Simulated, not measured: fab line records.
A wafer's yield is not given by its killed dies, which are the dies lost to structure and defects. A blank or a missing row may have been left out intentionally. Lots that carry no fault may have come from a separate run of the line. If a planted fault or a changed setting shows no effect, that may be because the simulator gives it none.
Comparing a struck lot with a sound one / flow sky130 / 14 steps out of a route of 708
Sound: wafers L243.2, L243.3, L243.6. Wafers struck: L239.1, L239.2, L239.4. At the end, the cause is stated.
For every step that has rows: the tool of each side, followed by ch and its chambers, followed by its first start. Under that, the readings that differ: sound wafers / struck wafers / difference of the means / sigmas: that difference in standard deviations of wafers without a fault.
alike: a reading whose means differ by less than 2 such deviations, as well as words and numbers matching on both sides. not compared: withheld readings; readings where some wafer has no value; bounds like >300 that might hide an equal value; numbers whose values overlap and for which the record gives no deviation.
The two part at a step that has a row with sigmas, a row that says differs or no value, or rows on one side only. Numbers that have no deviation but don't overlap get no sigmas and don't part them. A reading that every wafer of one side lacks parts them only if that side has two wafers or more.

SKY_POLY_GATE_ETCH_15: etches BARC in N2/H2, stops on SiO2, time 118.5 s, target depth 110 nm.
  sound on rie diel-03 ch 1,3, day 23 20:11; struck on rie diel-02 ch 0,2, day 22 18:12
  alike: bias w, drypump motor current A, oes product au, throttle valve pct
  not compared: rf hours counter h
SKY_POLY_GATE_ETCH_16: etches Si3N4 in CH3F/O2, stops on poly-Si, time 147.5 s, target depth 75 nm.
  sound on rie diel-03 ch 1,3, day 23 20:16; struck on rie diel-02 ch 0,2, day 22 18:17
  alike: O2_flow_sccm, bias w, drypump motor current A, oes product au, throttle valve pct
  not compared: rf hours counter h
SKY_POLY_GATE_ETCH_17: etches poly-Si in HBr/Cl2, stops on SiO2, target depth 180 nm, time 70.5 s.
  sound on rie si-01 ch 0,1,2, day 23 20:22; struck on rie si-01 ch 0,1,3, day 22 18:23
  alike: bias w, drypump motor current A, oes product au, throttle valve pct
  not compared: rf hours counter h
SKY_POLY_GATE_STRIP_18: strips in O2/N2.
  sound on plasma asher-03 ch 0,1, day 23 20:25; struck on plasma asher-04 ch 0,1, day 22 18:26
  alike: drypump motor current A, oes product au, strip time to endpoint s
  not compared: rf hours counter h
then, 2 steps without rows for these wafers: SKY_POLY_GATE_CLEAN_19 (cleans in SC1/SC2, time 150 s); SKY_POLY_GATE_OXIDATION_20 (stabilise 600 s, purge 300 s, target thk 4 nm).
SKY_POLY_GATE_THK_MEAS_21:
  sound on film metro-02, day 24 00:09; struck on film metro-03, day 22 20:58
  alike: POLY_GATE_OXIDATION_THK
SKY_POLY_GATE_CD_MEAS_22:
  sound on cd sem-01, day 24 00:14; struck on cd sem-02, day 22 21:01
  alike: cd nm
then, 4 steps without rows for these wafers: SKY_LDD_N_DEHYDRATE_00 (time 60 s); SKY_LDD_N_HMDS_01 (prime time 60 s); SKY_LDD_N_COAT_02 (resist thk 300 nm); SKY_LDD_N_SOFTBAKE_03 (time 60 s).
SKY_LDD_N_EXPOSE_04: exposes mask NTM, target cd 840 nm.
  sound on iline stepper-01 ch 0, day 24 15:07; struck on iline stepper-01, day 23 11:55
  no value came back on the struck wafers for exposure dose mJ cm2, focus offset nm (nm); on the sound wafers exposure dose mJ cm2 reads 110.13 110.13 110.17
  alike: mask
next, for these wafers, 1 step has no rows: SKY_LDD_N_PEB_05.

WHERE THEY PART
SKY_LDD_N_EXPOSE_04 only, going by this record.

WHY: what the simulator had put in
At SKY_LDD_N_EXPOSE_04, the step was skipped entirely on iline stepper-01 from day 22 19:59 on. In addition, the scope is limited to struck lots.
